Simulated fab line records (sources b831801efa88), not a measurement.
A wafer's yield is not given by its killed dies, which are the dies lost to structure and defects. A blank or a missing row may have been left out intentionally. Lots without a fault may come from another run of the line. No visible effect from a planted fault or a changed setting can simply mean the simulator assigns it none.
fab line records + flow sky130
[record]
- lots = 6
- wafers = 18
- last-day = 49
route steps=708 shown VIA3@587 METAL4@598 PAD_OPEN@708
lots that met no fault: from a run of the same line without faults
start-h: hours from the record's first day to the start of the lot's first wafer shown + wait-h: hours elapsed since this lot's preceding step + " unchanged from the row above + L1.1+2: a row that stands for several wafers + - no value present, or no start provided + * or withheld: withheld + < > ~ a bound
route shown NAME@n: NAME is a module with steps in the file, n the number in the route of the first one + usual: mean and standard deviation over wafers with no fault + same: alike in all rows + chamber/n: place in a boat + sites: per-site readings + _std_site: the values' standard deviation + _edge_site: outer sites' mean less inner sites' + radius-mm: how far each site lies from the wafer's centre + mask NAME#n: copy n + behind: the most recent tool/chamber to have shaped the wafer + hold: why the lot was held/for how many hours/how that ended + device: whichever transistor did not switch (one of n, p or np) + end of line: tests run on the same wafers once the route is complete + step lacking rows: just its recipe + killed: the dies lost at the first sort to structure and to defects; this is not the yield of the wafer + map: per-die view of a wafer (x killed, . not killed, _ where there is no die)
set.NAME: the setting that was run; set.NAME@STEP: the one run at that earlier step + model.NAME: the simulator's own value behind a step, which no gauge read
a table for each step, a row for each wafer; lots at some steps of the route
services: the hour from which a tool's chamber was out of use, counted from the record's first day as start-h (under 0 if before that day), plus the number of hours and why
[[steps]]
[step SKY_VIA3_ETCH_14]
[recipe]
- chemistry = N2/H2
- target = BARC
- ion-energy-ev = 200
- source-w = 500
- bias-w = 100
- pressure-mtorr = 30
- n2-flow-sccm = 100
- h2-flow-sccm = 200
- stop-on = SiO2
- time-s = 45.9
- target-depth-a = 600
[step SKY_VIA3_ETCH_15]
[recipe]
- target = SiO2
- chemistry = C4F8/O2/Ar
- target-depth-nm = 507
- stop-on = TiN
- mask-material = KrF-thick
- source-w = 1500
- bias-w = 1200
- pressure-mtorr = 40
- c4f8-flow-sccm = withheld
- O2_flow_sccm = 6
- Ar_flow_sccm = 300
- time-s = 78
[usual]
- chamber-pressure-mTorr = 40.00/0.036
- oes-product-au = 0.946/0.0046
| lot.wafer | tool        | chamber | start-h | wait-h | chamber-pressure-mTorr | oes-product-au |
|-----------|-------------|---------|---------|--------|------------------------|----------------|
| L184.4    | rie-diel-01 | 3       | 943.72  | 0.0    | 40.03                  | 0.942          |
| L184.5    | "           | 2       | "       | "      | 40.04                  | 0.945          |
| L184.6    | "           | 1       | "       | "      | 39.93                  | 0.943          |
| L186.2    | rie-diel-02 | 3       | 947.77  | 0.0    | 40.00                  | 0.956          |
| L186.3    | "           | 0       | "       | "      | 40.03                  | 0.955          |
| L186.6    | "           | 1       | "       | "      | 39.97                  | 0.946          |
| L190.1    | rie-diel-04 | 1       | 976.87  | 0.0    | 39.95                  | 0.941          |
| L190.2    | "           | 3       | "       | "      | 39.98                  | 0.949          |
| L190.6    | "           | 2       | "       | "      | 40.01                  | 0.943          |
| L201.1    | rie-diel-02 | 0       | 1053.87 | 0.0    | 39.99                  | 0.946          |
| L201.4    | "           | 1       | "       | "      | 40.00                  | 0.947          |
| L201.6    | "           | 3       | "       | "      | 39.95                  | 0.940          |
| L202.1    | rie-diel-04 | 2       | 1062.52 | 0.0    | 39.98                  | 0.950          |
| L202.2    | "           | 0       | "       | "      | 39.97                  | 0.951          |
| L202.3    | "           | 3       | "       | "      | 40.01                  | 0.945          |
| L203.1    | rie-diel-02 | 1       | 1064.12 | 0.0    | 39.95                  | 0.943          |
| L203.3    | "           | 3       | "       | "      | 40.03                  | 0.950          |
| L203.5    | "           | 1       | "       | "      | 40.04                  | 0.940          |
[step SKY_VIA3_STRIP_16]
[recipe]
- chemistry = O2/N2
- power-w = 1400
- pressure-mtorr = 1500
- platen-temp-c = withheld
- o2-flow-sccm = 3000
- n2-flow-sccm = 300
- overash-fraction = 0.5
[usual]
- chamber-pressure-mTorr = 1500.1/1.4
- drypump-motor-current-A = 5.4/0.49
- oes-product-au = 0.403/0.0054
- strip-time-to-endpoint-s = 4.133/0.03
| lot.wafer | tool            | chamber | start-h | wait-h | chamber-pressure-mTorr | drypump-motor-current-A | oes-product-au | rf-hours-counter-h | strip-time-to-endpoint-s |
|-----------|-----------------|---------|---------|--------|------------------------|-------------------------|----------------|--------------------|--------------------------|
| L184.4    | plasma-asher-01 | 1       | 943.81  | 0.1    | 1500.6                 | 6.0                     | 0.403          | -                  | 4.144                    |
| L184.5    | "               | 0       | "       | "      | 1498.7                 | 6.2                     | 0.406          | -                  | 4.070                    |
| L184.6    | "               | 1       | "       | "      | 1498.6                 | 6.0                     | 0.396          | -                  | 4.137                    |
| L186.2    | plasma-asher-03 | 1       | 947.83  | 0.0    | 1500.4                 | 5.3                     | 0.393          | 50                 | 4.132                    |
| L186.3    | "               | 0       | "       | "      | 1500.4                 | 5.1                     | 0.394          | -                  | 4.127                    |
| L186.6    | "               | 0       | "       | "      | 1499.7                 | 5.1                     | 0.407          | -                  | 4.140                    |
| L190.1    | plasma-asher-02 | 0       | 976.93  | 0.0    | 1500.6                 | 4.8                     | 0.395          | 117                | 4.164                    |
| L190.2    | "               | 1       | "       | "      | 1496.3                 | 5.0                     | 0.407          | 117                | 4.155                    |
| L190.6    | "               | 1       | "       | "      | 1499.3                 | 5.0                     | 0.407          | -                  | 4.084                    |
| L201.1    | plasma-asher-02 | 0       | 1053.93 | 0.0    | 1501.1                 | 4.7                     | 0.394          | 125                | 4.113                    |
| L201.4    | "               | 1       | "       | "      | 1501.2                 | 5.0                     | 0.401          | -                  | 4.125                    |
| L201.6    | "               | 1       | "       | "      | 1499.8                 | 5.0                     | 0.410          | -                  | 4.143                    |
| L202.1    | plasma-asher-03 | 1       | 1062.58 | 0.0    | 1499.9                 | 5.3                     | 0.405          | 62                 | 4.164                    |
| L202.2    | "               | 0       | "       | "      | 1500.0                 | 5.1                     | 0.411          | 62                 | 4.145                    |
| L202.3    | "               | 1       | "       | "      | 1500.3                 | 5.3                     | 0.409          | -                  | 4.217                    |
| L203.1    | plasma-asher-03 | 1       | 1064.18 | 0.0    | 1501.4                 | 5.3                     | 0.414          | 62                 | 4.181                    |
| L203.3    | "               | 1       | "       | "      | 1499.7                 | 5.3                     | 0.405          | -                  | 4.195                    |
| L203.5    | "               | 1       | "       | "      | 1497.0                 | 5.3                     | 0.408          | -                  | 4.174                    |
[step SKY_VIA3_STRIP_17]
[recipe]
- chemistry = post-etch-residue-remover
- time-s = 1200
- temp-c = 72.5
[step SKY_VIA3_CLEAN_18]
[recipe]
- chemistry = IPA
- time-s = 180
- temp-c = 25
[step SKY_VIA3_CLEAN_19]
[recipe]
- chemistry = O3/DIW
- dry = n2-spin
[step SKY_VIA3_SPUTTER_20]
[recipe]
- material = TiN
- target-thk-nm = 20
- chamber-pressure-pa = 5
- power-w = 4000
- time-s = 80
[step SKY_VIA3_CVD_21]
[recipe]
- material = W
- target-thk-nm = 390
- time-s = 117.31
- temp-c = 400
- pressure-torr = 40
[usual]
- chamber-pressure-Torr = 40.00/0.088
- heater-power-w = 838/70
| lot.wafer | tool     | chamber | start-h | wait-h | chamber-pressure-Torr | heater-power-w |
|-----------|----------|---------|---------|--------|-----------------------|----------------|
| L184.4    | cvd-w-02 | 1       | 944.47  | 0.1    | 40.12                 | 711            |
| L184.5    | "        | 0       | "       | "      | 39.90                 | 869            |
| L184.6    | "        | 1       | "       | "      | 40.00                 | 748            |
| L186.2    | cvd-w-01 | 0       | 948.48  | 0.0    | 39.96                 | 833            |
| L186.3    | "        | 0       | "       | "      | 39.96                 | 833            |
| L186.6    | "        | 1       | "       | "      | 39.94                 | 931            |
| L190.1    | cvd-w-01 | 0       | 977.58  | 0.0    | 39.94                 | 853            |
| L190.2    | "        | 1       | "       | "      | 40.15                 | 891            |
| L190.6    | "        | 1       | "       | "      | 40.10                 | 917            |
| L201.1    | cvd-w-02 | 0       | 1054.62 | 0.0    | 40.09                 | 886            |
| L201.4    | "        | 0       | "       | "      | 40.03                 | 907            |
| L201.6    | "        | 0       | "       | "      | 39.92                 | 889            |
| L202.1    | cvd-w-01 | 0       | 1063.23 | 0.0    | 39.90                 | 854            |
| L202.2    | "        | 1       | "       | "      | 39.97                 | 906            |
| L202.3    | "        | 0       | "       | "      | 40.11                 | 855            |
| L203.1    | cvd-w-01 | 0       | 1064.83 | 0.0    | 40.05                 | 857            |
| L203.3    | "        | 0       | "       | "      | 40.08                 | 831            |
| L203.5    | "        | 1       | "       | "      | 39.95                 | 886            |
[step SKY_VIA3_RS_MEAS_22]
[recipe]
- thk-meas-gauge = four-point-probe
- reads = W_of_VIA3_CVD_21+TiN_of_VIA3_SPUTTER_20
[usual]
- VIA3_W_RS = 0.296/0.0031
| lot.wafer | tool          | chamber | start-h | wait-h | VIA3_W_RS[ohm/sq] |
|-----------|---------------|---------|---------|--------|-------------------|
| L184.4    | film-metro-03 | -       | 944.61  | 0.1    | 0.302             |
| L184.5    | "             | -       | "       | "      | 0.301             |
| L184.6    | "             | -       | "       | "      | 0.302             |
| L186.2    | film-metro-01 | -       | 948.62  | 0.1    | 0.294             |
| L186.3    | "             | -       | "       | "      | 0.291             |
| L186.6    | "             | -       | "       | "      | 0.294             |
| L190.1    | film-metro-04 | -       | 977.70  | 0.1    | 0.296             |
| L190.2    | "             | -       | "       | "      | 0.300             |
| L190.6    | "             | -       | "       | "      | 0.299             |
| L201.1    | film-metro-03 | -       | 1054.74 | 0.1    | 0.295             |
| L201.4    | "             | -       | "       | "      | 0.299             |
| L201.6    | "             | -       | "       | "      | 0.294             |
| L202.1    | film-metro-04 | -       | 1063.35 | 0.1    | 0.293             |
| L202.2    | "             | -       | "       | "      | 0.296             |
| L202.3    | "             | -       | "       | "      | 0.296             |
| L203.1    | film-metro-01 | -       | 1064.95 | 0.1    | 0.293             |
| L203.3    | "             | -       | "       | "      | 0.289             |
| L203.5    | "             | -       | "       | "      | 0.293             |
[step SKY_VIA3_THK_MEAS_23]
[recipe]
- thk-meas-gauge = xrf
- reads = W_of_VIA3_CVD_21
[usual]
- VIA3_W_THK = 392/4.9
| lot.wafer | tool          | chamber | start-h | wait-h | VIA3_W_THK[nm] |
|-----------|---------------|---------|---------|--------|----------------|
| L184.4    | film-metro-03 | -       | 944.70  | 0.1    | 387            |
| L184.5    | "             | -       | "       | "      | 388            |
| L184.6    | "             | -       | "       | "      | 386            |
| L186.2    | film-metro-01 | -       | 948.73  | 0.1    | 390            |
| L186.3    | "             | -       | "       | "      | 391            |
| L186.6    | "             | -       | "       | "      | 390            |
| L190.1    | film-metro-04 | -       | 977.82  | 0.1    | 398            |
| L190.2    | "             | -       | "       | "      | 392            |
| L190.6    | "             | -       | "       | "      | 393            |
| L201.1    | film-metro-03 | -       | 1054.86 | 0.1    | 394            |
| L201.4    | "             | -       | "       | "      | 387            |
| L201.6    | "             | -       | "       | "      | 393            |
| L202.1    | film-metro-04 | -       | 1063.47 | 0.1    | 402            |
| L202.2    | "             | -       | "       | "      | 394            |
| L202.3    | "             | -       | "       | "      | 396            |
| L203.1    | film-metro-01 | -       | 1065.07 | 0.1    | 391            |
| L203.3    | "             | -       | "       | "      | 396            |
| L203.5    | "             | -       | "       | "      | 390            |
[step SKY_VIA3_CMP_24]
[recipe]
- stop-on = SiO2
- t-overpolish-s = 20
- down-force-psi = 3.5
- platen-rpm = 58.83
- target-thk-nm = 0
- pad-velocity-m-s = 0.94248
[usual]
- motor-current-A = 10.6/1
- overpolish-run-s = 20.001/0.0085
- slurry-flow-ml-min = 150.0/0.5
- time-to-endpoint-s = 94/3.4
[same]
- t-overpolish-s = 20
| lot.wafer | tool   | chamber | start-h | wait-h | motor-current-A | overpolish-run-s | slurry-flow-ml-min | time-to-endpoint-s |
|-----------|--------|---------|---------|--------|-----------------|------------------|--------------------|--------------------|
| L184.4    | cmp-01 | 0       | 944.73  | 0.0    | 9.7             | 20.004           | 150.2              | 92                 |
| L184.6    | "      | 0       | "       | "      | 9.6             | 19.989           | 149.0              | 90                 |
| L184.5    | "      | 1       | "       | "      | 11.5            | 19.997           | 150.5              | 94                 |
| L186.3    | cmp-02 | 2       | 948.95  | 0.2    | 11.0            | 20.005           | 149.5              | 95                 |
| L186.2    | "      | 3       | "       | "      | 11.0            | 19.983           | 149.1              | 96                 |
| L186.6    | "      | 2       | "       | "      | 11.9            | 20.006           | 149.8              | 99                 |
| L190.1    | cmp-01 | 1       | 977.93  | 0.1    | 11.2            | 20.007           | 149.4              | 98                 |
| L190.2    | "      | 2       | "       | "      | 10.4            | 19.989           | 150.3              | 100                |
| L190.6    | "      | 1       | "       | "      | 12.0            | 20.013           | 149.3              | 98                 |
| L201.1    | cmp-02 | 3       | 1055.02 | 0.1    | 10.5            | 19.986           | 150.0              | 97                 |
| L201.4    | "      | 0       | "       | "      | 9.7             | 20.013           | 149.0              | 92                 |
| L201.6    | "      | 1       | "       | "      | 10.4            | 19.999           | 149.6              | 92                 |
| L202.2    | cmp-01 | 2       | 1063.53 | 0.0    | 9.7             | 19.990           | 149.9              | 90                 |
| L202.3    | "      | 3       | "       | "      | 11.9            | 20.012           | 150.1              | 89                 |
| L202.1    | "      | 0       | "       | "      | 9.2             | 20.013           | 149.6              | 91                 |
| L203.3    | cmp-01 | 2       | 1065.23 | 0.1    | 10.5            | 20.004           | 150.3              | 94                 |
| L203.1    | "      | 3       | "       | "      | 12.4            | 20.004           | 149.9              | 92                 |
| L203.5    | "      | 0       | "       | "      | 9.2             | 19.989           | 149.8              | 91                 |
[step SKY_METAL4_SPUTTER_00]
[recipe]
- material = Ti
- target-thk-nm = 15
- power-w = 3000
- time-s = 10
- chamber-pressure-pa = 0.4
[step SKY_METAL4_SPUTTER_01]
[recipe]
- material = TiN
- target-thk-nm = 20
- power-w = 6500
- time-s = 16.7
- chamber-pressure-pa = 0.4
[usual]
- throttle-valve-pct = 30.7/0.81
| lot.wafer | tool           | chamber | start-h | wait-h | throttle-valve-pct | model.TiN_of_METAL4_SPUTTER_01.thk-nm |
|-----------|----------------|---------|---------|--------|--------------------|---------------------------------------|
| L184.4    | pvd-sputter-01 | -       | 945.05  | 0.0    | 32.0               | 20.39                                 |
| L184.5    | "              | -       | "       | "      | 31.0               | 20.26                                 |
| L184.6    | "              | -       | "       | "      | 30.4               | 20.29                                 |
| L186.2    | pvd-sputter-01 | -       | 949.27  | 0.0    | 31.1               | 20.21                                 |
| L186.3    | "              | -       | "       | "      | 30.6               | 20.07                                 |
| L186.6    | "              | -       | "       | "      | 31.3               | 20.06                                 |
| L190.1    | pvd-sputter-04 | -       | 978.20  | 0.0    | 31.5               | 19.88                                 |
| L190.2    | "              | -       | "       | "      | 31.1               | 19.88                                 |
| L190.6    | "              | -       | "       | "      | 31.4               | 19.76                                 |
| L201.1    | pvd-sputter-04 | -       | 1055.24 | 0.0    | 29.5               | 19.87                                 |
| L201.4    | "              | -       | "       | "      | 31.3               | 20.14                                 |
| L201.6    | "              | -       | "       | "      | 31.6               | 19.56                                 |
| L202.1    | pvd-sputter-04 | -       | 1063.85 | 0.0    | 32.0               | 19.83                                 |
| L202.2    | "              | -       | "       | "      | 31.7               | 19.66                                 |
| L202.3    | "              | -       | "       | "      | 29.6               | 19.99                                 |
| L203.1    | pvd-sputter-01 | -       | 1065.45 | 0.0    | 31.7               | 20.28                                 |
| L203.3    | "              | -       | "       | "      | 31.1               | 20.26                                 |
| L203.5    | "              | -       | "       | "      | 31.7               | 19.81                                 |
[step SKY_METAL4_SPUTTER_02]
[recipe]
- material = AlCu
- target-thk-nm = 735
- power-w = 10600
- time-s = 39.1
- chamber-pressure-pa = 0.4
[usual]
- throttle-valve-pct = 30.7/0.8
| lot.wafer | tool           | chamber | start-h | wait-h | throttle-valve-pct |
|-----------|----------------|---------|---------|--------|--------------------|
| L184.4    | pvd-sputter-01 | -       | 945.08  | 0.0    | 31.7               |
| L184.5    | "              | -       | "       | "      | 31.0               |
| L184.6    | "              | -       | "       | "      | 30.4               |
| L186.2    | pvd-sputter-01 | -       | 949.29  | 0.0    | 31.1               |
| L186.3    | "              | -       | "       | "      | 30.7               |
| L186.6    | "              | -       | "       | "      | 31.3               |
| L190.1    | pvd-sputter-04 | -       | 978.23  | 0.0    | 31.6               |
| L190.2    | "              | -       | "       | "      | 31.1               |
| L190.6    | "              | -       | "       | "      | 31.6               |
| L201.1    | pvd-sputter-04 | -       | 1055.27 | 0.0    | 29.9               |
| L201.4    | "              | -       | "       | "      | 31.0               |
| L201.6    | "              | -       | "       | "      | 31.8               |
| L202.1    | pvd-sputter-04 | -       | 1063.88 | 0.0    | 31.6               |
| L202.2    | "              | -       | "       | "      | 31.4               |
| L202.3    | "              | -       | "       | "      | 29.5               |
| L203.1    | pvd-sputter-01 | -       | 1065.48 | 0.0    | 31.9               |
| L203.3    | "              | -       | "       | "      | 30.9               |
| L203.5    | "              | -       | "       | "      | 32.0               |
[step SKY_PAD_OPEN_PROBE_99]
[usual]
- defect-limited-yield = 82.3/2
- killed_at_M0_to_M3 = 43/7.1
- killed_at_M4_up = 3/1.7
- killed-at-contacts = 25/5.6
- killed-at-front-end = 16/4.1
- killed-at-other = 0.2/0.49
- killed-dies = 87/9.8
- killed-open = 47/7.6
- killed-short = 40/6.1
- sort_bin_3_pad_short = 0.9/0.44
- sort_bin_5_function = 10.5/1.6
- sort_bin_6_memory = 6.3/1
- sort-n-pass = 405/9.8
- sort-yield-pct = 82.3/2
[same]
- gross-dies = 492
- killed-at-back-side = 0
- sort_bin_4_leakage[%] = 0
- sort_bin_8_speed[%] = 0
| lot.wafer | tool      | chamber | start-h | wait-h | defect-limited-yield[%] | killed_at_M0_to_M3 | killed_at_M4_up | killed-at-contacts | killed-at-front-end | killed-at-other | killed-dies | killed-open | killed-short | sort_bin_3_pad_short[%] | sort_bin_5_function[%] | sort_bin_6_memory[%] | sort-n-pass | sort-yield-pct[%] |
|-----------|-----------|---------|---------|--------|-------------------------|--------------------|-----------------|--------------------|---------------------|-----------------|-------------|-------------|--------------|-------------------------|------------------------|----------------------|-------------|-------------------|
| L190.1    | prober-02 | -       | 1116.87 | 0.1    | 79.7                    | 47                 | 3               | 25                 | 25                  | 0               | 100         | 45          | 55           | 2.0                     | 12.0                   | 6.3                  | 392         | 79.7              |
| L190.2    | prober-02 | -       | 1116.92 | 0.1    | 83.5                    | 33                 | 6               | 27                 | 15                  | 0               | 81          | 43          | 38           | 1.2                     | 9.1                    | 6.1                  | 411         | 83.5              |
| L190.6    | prober-02 | -       | 1117.12 | 0.2    | 82.7                    | 42                 | 5               | 18                 | 20                  | 0               | 85          | 53          | 32           | 0.6                     | 9.8                    | 6.9                  | 407         | 82.7              |
| L202.1    | prober-01 | -       | 1185.24 | 0.1    | 85.6                    | 37                 | 4               | 18                 | 11                  | 1               | 71          | 44          | 27           | 0.6                     | 8.9                    | 4.9                  | 421         | 85.6              |
| L202.2    | prober-01 | -       | 1185.29 | 0.1    | 80.5                    | 50                 | 4               | 26                 | 16                  | 0               | 96          | 55          | 41           | 0.6                     | 11.8                   | 7.1                  | 396         | 80.5              |
| L202.3    | prober-01 | -       | 1185.34 | 0.2    | 84.8                    | 36                 | 3               | 22                 | 14                  | 0               | 75          | 46          | 29           | 1.0                     | 9.1                    | 5.1                  | 417         | 84.8              |
| L203.1    | prober-02 | -       | 1185.77 | 0.1    | 82.5                    | 51                 | 4               | 20                 | 11                  | 0               | 86          | 38          | 48           | 1.4                     | 9.3                    | 6.7                  | 406         | 82.5              |
| L203.3    | prober-02 | -       | 1185.87 | 0.2    | 84.3                    | 43                 | 3               | 13                 | 17                  | 1               | 77          | 38          | 39           | 1.2                     | 10.0                   | 4.5                  | 415         | 84.3              |
| L203.5    | prober-02 | -       | 1185.97 | 0.2    | 81.9                    | 51                 | 5               | 17                 | 16                  | 0               | 89          | 43          | 46           | 1.2                     | 11.0                   | 5.9                  | 403         | 81.9              |
// killed by level:class
L190.1 CONTACT:geometric-particle:open=8 VIA2:geometric-particle:short=7 POLY_GATE:geometric-particle:open=6 POLY_GATE:geometric-particle:short=6 LI_CONTACT:geometric-particle:short=6 VIA1:geometric-particle:short=6 VIA1:geometric-particle:open=6 LI_CONTACT:geometric-particle:open=5
L190.2 CONTACT:geometric-particle:open=7 VIA2:geometric-particle:open=7 VIA3:geometric-particle:short=7 LOCAL_INTERCONNECT:geometric-particle:short=6 VIA3:geometric-particle:open=6 CONTACT:geometric-particle:short=5 POLY_GATE:geometric-particle:open=4 LOCAL_INTERCONNECT:geometric-particle:open=4
L190.6 CONTACT:geometric-particle:open=8 VIA1:geometric-particle:open=8 FIELD_ISO:geometric-particle:short=6 VIA2:geometric-particle:open=6 VIA3:geometric-particle:open=6 FIELD_ISO:geometric-particle:open=5 LI_CONTACT:geometric-particle:open=5 VIA1:geometric-particle:short=5
L202.1 CONTACT:geometric-particle:open=8 VIA1:geometric-particle:open=8 LI_CONTACT:geometric-particle:open=6 VIA2:geometric-particle:open=6 METAL1:geometric-particle:short=5 FIELD_ISO:geometric-particle:open=4 VIA1:geometric-particle:short=4 FIELD_ISO:geometric-particle:short=3
L202.2 VIA1:geometric-particle:open=18 CONTACT:geometric-particle:open=8 LI_CONTACT:geometric-particle:open=7 METAL2:geometric-particle:short=7 VIA3:geometric-particle:open=7 METAL1:geometric-particle:short=5 FIELD_ISO:geometric-particle:open=4 POLY_GATE:geometric-particle:short=4
L202.3 VIA1:geometric-particle:open=10 CONTACT:geometric-particle:open=9 LI_CONTACT:geometric-particle:open=6 VIA2:geometric-particle:open=5 FIELD_ISO:geometric-particle:short=4 CONTACT:geometric-particle:short=4 VIA3:geometric-particle:open=4 METAL1:geometric-particle:short=3
L203.1 VIA1:geometric-particle:open=14 VIA1:geometric-particle:short=7 CONTACT:geometric-particle:short=6 METAL2:geometric-particle:short=6 POLY_GATE:geometric-particle:open=5 LI_CONTACT:geometric-particle:open=5 METAL1:geometric-particle:short=5 VIA3:geometric-particle:open=5
L203.3 VIA3:geometric-particle:open=8 METAL2:geometric-particle:short=6 VIA1:geometric-particle:short=6 VIA1:geometric-particle:open=6 POLY_GATE:geometric-particle:open=5 CONTACT:geometric-particle:open=5 VIA2:geometric-particle:open=5 FIELD_ISO:geometric-particle:short=4
L203.5 VIA1:geometric-particle:open=18 CONTACT:geometric-particle:short=9 POLY_GATE:geometric-particle:open=6 METAL2:geometric-particle:short=6 VIA2:geometric-particle:short=6 VIA3:geometric-particle:open=6 FIELD_ISO:geometric-particle:short=4 VIA1:geometric-particle:short=4
[[services]]
| tool            | chamber | start-h | hours | kind                   |
|-----------------|---------|---------|-------|------------------------|
| cmp-02          | -       | 931.77  | 1.3   | repair                 |
| plasma-asher-02 | -       | 939.75  | 2.7   | repair                 |
| rie-diel-04     | -       | 942.14  | 4.3   | pm                     |
| cmp-02          | -       | 954.67  | 0.9   | repair                 |
| pvd-sputter-04  | 0       | 958.13  | -     | consumable-replace:kit |
| pvd-sputter-04  | 0       | 958.13  | 18.0  | scheduled-down         |
| pvd-sputter-04  | 0       | 958.13  | 18.0  | vent-cycle             |
| cvd-w-02        | -       | 961.55  | 14.6  | pm                     |
| plasma-asher-01 | -       | 980.47  | 10.6  | repair                 |
| plasma-asher-02 | -       | 994.81  | 2.2   | repair                 |
| cvd-w-02        | -       | 997.14  | 1.5   | repair                 |
| rie-diel-02     | 1       | 1001.42 | 42.4  | repair                 |
| rie-diel-02     | -       | 1003.77 | 1.2   | repair                 |
| cmp-02          | -       | 1004.01 | 5.1   | pm                     |
| plasma-asher-01 | -       | 1011.62 | 2.0   | repair                 |
| plasma-asher-02 | -       | 1012.49 | 1.0   | repair                 |
| cmp-02          | -       | 1028.41 | 0.8   | repair                 |
| cmp-01          | -       | 1034.17 | 7.4   | repair                 |
| pvd-sputter-04  | -       | 1035.10 | 1.0   | repair                 |
| rie-diel-02     | -       | 1051.97 | 0.4   | repair                 |
| pvd-sputter-01  | 0       | 1053.19 | -     | consumable-replace:kit |
| plasma-asher-02 | -       | 1055.25 | 9.0   | pm                     |
| rie-diel-01     | -       | 1060.41 | 2.8   | pm                     |
| cvd-w-01        | -       | 1062.98 | 0.2   | repair                 |
[[key]]
first-sign none at tools or gauges
[model-effect]
- step = SKY_METAL4_SPUTTER_01
- value = TiN_of_METAL4_SPUTTER_01.thk-nm
- without = 20.29
- struck = 19.61
met-at SKY_METAL4_SPUTTER_01
struck-wafers L201.6,L202.2
onset-between 978.20 1055.24
[fault]
- kind = process-parameter-drift
- tool = pvd-sputter-04
- chamber = -
- onset-h = 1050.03
- steps = SKY_METAL4_SPUTTER_01
- channel = time-s
- offset = *
- shape = step
- end-h = 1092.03
- acts-in = *
- stated = *
- scope = struck-wafers-only
